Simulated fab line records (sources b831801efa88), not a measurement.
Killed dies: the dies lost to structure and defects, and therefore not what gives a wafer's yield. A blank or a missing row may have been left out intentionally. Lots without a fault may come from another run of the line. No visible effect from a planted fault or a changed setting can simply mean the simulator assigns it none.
A lot that was struck, set against a sound lot :: flow gf180mcu :: 15 out of 602 route steps
Sound: the wafers L117.1, L117.3, L117.5. Struck: wafers L129.4, L129.5. (L129.2 of the same lot was not struck and is left out.) The cause comes at the end.
Each step with rows lists, per side, the tool, then ch with its chambers, then its first start. Under that, the readings that differ: sound wafers :: struck wafers :: difference of the means :: sigmas: that difference in standard deviations of wafers without a fault.
alike: readings with means less than 2 such deviations apart, plus words and numbers identical on both sides. not compared: withheld readings, readings lacking a value on some wafer, bounds such as >300 that could conceal the same value, and numbers that have no deviation in the record and whose values overlap.
The two part at a step that has a row with sigmas, a row that says differs or no value, or rows on one side only. Non-overlapping numbers with no deviation appear without sigmas and do not part them. A reading that every wafer of one side lacks parts them only if that side has two wafers or more.

GF_LVPWELL_STRIP_10: strips in O2/N2.
  sound on plasma_asher-01 ch 0,1, day 4 18:47; struck on plasma_asher-02 ch 1, day 7 15:28
  alike: drypump_motor_current_A, heater_power_w, o2_flow_sccm, oes_product_au, strip_time_to_endpoint_s
  not compared: rf_hours_counter_h
GF_LVPWELL_TW_MEAS_11:
  struck on film_metro-01, day 7 15:34; sound on film_metro-02, day 4 18:53
  alike: LVPWELL_TW
then, 7 steps without rows for these wafers: GF_MVSD_DEHYDRATE_00 (time 60 s); GF_MVSD_HMDS_01 (prime time 60 s); GF_MVSD_COAT_02 (resist thk 3000 nm); GF_MVSD_SOFTBAKE_03; GF_MVSD_EXPOSE_04 (exposes mask MVSD, target cd 1000 nm); GF_MVSD_PEB_05; GF_MVSD_DEVELOP_06 (develop time 60 s).
GF_MVSD_OVL_MEAS_07:
  struck on overlay-01, day 8 08:01; sound on overlay-01, day 5 07:43
  alike: MVSD_OVL
then, 2 steps without rows for these wafers: GF_MVSD_IMPLANT_08; GF_MVSD_IMPLANT_09.
GF_MVSD_STRIP_10: strips in O2/N2.
  sound on plasma_asher-02 ch 0,1, day 5 08:02; struck on plasma_asher-02 ch 0, day 8 08:20
reading: o2_flow_sccm (sccm)
sound: 2991 2990 3005
struck: 3615 3594
difference: +609
sigmas: +64
  alike: drypump_motor_current_A, heater_power_w, oes_product_au, strip_time_to_endpoint_s
  not compared: rf_hours_counter_h
GF_MVSD_TW_MEAS_11:
  struck on film_metro-01, day 8 08:27; sound on film_metro-02, day 5 08:08
  alike: MVSD_TW
-- the record jumps here: 25 days lie between the struck wafers' starts before and after (it left off in module MVSD and takes up again in module PASSIVATION, whose first step shown is number 602 of the route) --
GF_PASSIVATION_PROBE_99:
  rows exist in the record for the struck wafers here (prober-01, day 33 11:08), but not for the sound ones

## WHERE THEY PART
Earliest at GF_MVSD_STRIP_10; latest, in this record, at GF_PASSIVATION_PROBE_99.

WHY: what the simulator had put in
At GF_MVSD_STRIP_10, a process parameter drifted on plasma_asher-02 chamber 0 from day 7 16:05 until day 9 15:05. Setting o2_flow_sccm shifted by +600 from 3000. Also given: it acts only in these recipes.
